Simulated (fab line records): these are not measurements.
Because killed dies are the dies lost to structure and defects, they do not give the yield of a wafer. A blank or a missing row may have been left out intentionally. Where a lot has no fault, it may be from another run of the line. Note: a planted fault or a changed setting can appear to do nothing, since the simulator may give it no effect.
One fault through the eyes of 2 desks -- flow gf180mcu -- what lay behind the numbers comes last; until then each desk has only its own

## FROM THE METROLOGY DESK
Lot by lot, what the gauges showed, no matter which tool ran the lot: averages of those sampled wafers that carry a number. A lot is out of limits, marked OUT, if its mean lies more than 4 standard deviations from the usual mean; the brackets give that distance.
Columns: A = V4_W_RS at GF_V4_RS_MEAS_24, usual 0.324 ohm/sq; B = V4_W_THK at GF_V4_THK_MEAS_25, usual 363 nm; C = MIM_CVD_05_THK at GF_MIM_THK_MEAS_06, usual 42.0 nm; D = MIM_ALCU_RS at GF_MIM_RS_MEAS_10, usual 0.1599 ohm/sq; E = MIM_ALCU_THK at GF_MIM_THK_MEAS_11, usual 203.6 nm; F = cd_nm at GF_M5_CD_MEAS_07, usual 280.3 nm; G = M5_OVL at GF_M5_OVL_MEAS_08, usual -2 nm
lot,first seen here,A,B,C,D,E,F,G
L165,day 25 20:43,0.324,365,42.1,0.1606,203.4,280.5,2
L166,day 26 12:25,0.326,358,42.0,0.1620,200.3,280.6,-1
L167,day 26 22:45,0.329,353,41.8,0.1599,201.7,280.4,-7
L175,day 28 23:19,0.324,360,41.8,0.1582,204.8,278.2,-2
L180,day 30 11:44,0.323,368,42.1,0.1602,203.3,279.7,3
L182,day 30 17:35,0.324,365,42.7,0.1579,205.6,281.7,-2
This desk found nothing out of limits on any of the 6 lots.

## AT THE TOOL OWNER'S DESK: pvd_sputter-03
At GF_MIM_SPUTTER_09 (material TiN, target thk 35 nm, time 29.2 s) the tool's own readings: per lot run on this tool, the mean of the sampled wafers that have a number. A lot is out of limits, marked OUT, if its mean lies more than 4 standard deviations from the usual mean; the brackets give that distance.
Columns: A = throttle_valve_pct at GF_MIM_SPUTTER_09, usual 29.6 %
lot,first seen here,A
L165,day 25 21:31,29.4
L166,day 26 13:14,29.3
L167,day 26 23:37,29.9
L180,day 30 12:34,30.2
This desk found nothing out of limits on any of the 4 lots.

## TAKEN TOGETHER
Nothing out of limits was seen by the metrology desk.
The desk of the tool owner found nothing out of limits.

## WHAT HAD BEEN PUT IN BY THE SIMULATOR
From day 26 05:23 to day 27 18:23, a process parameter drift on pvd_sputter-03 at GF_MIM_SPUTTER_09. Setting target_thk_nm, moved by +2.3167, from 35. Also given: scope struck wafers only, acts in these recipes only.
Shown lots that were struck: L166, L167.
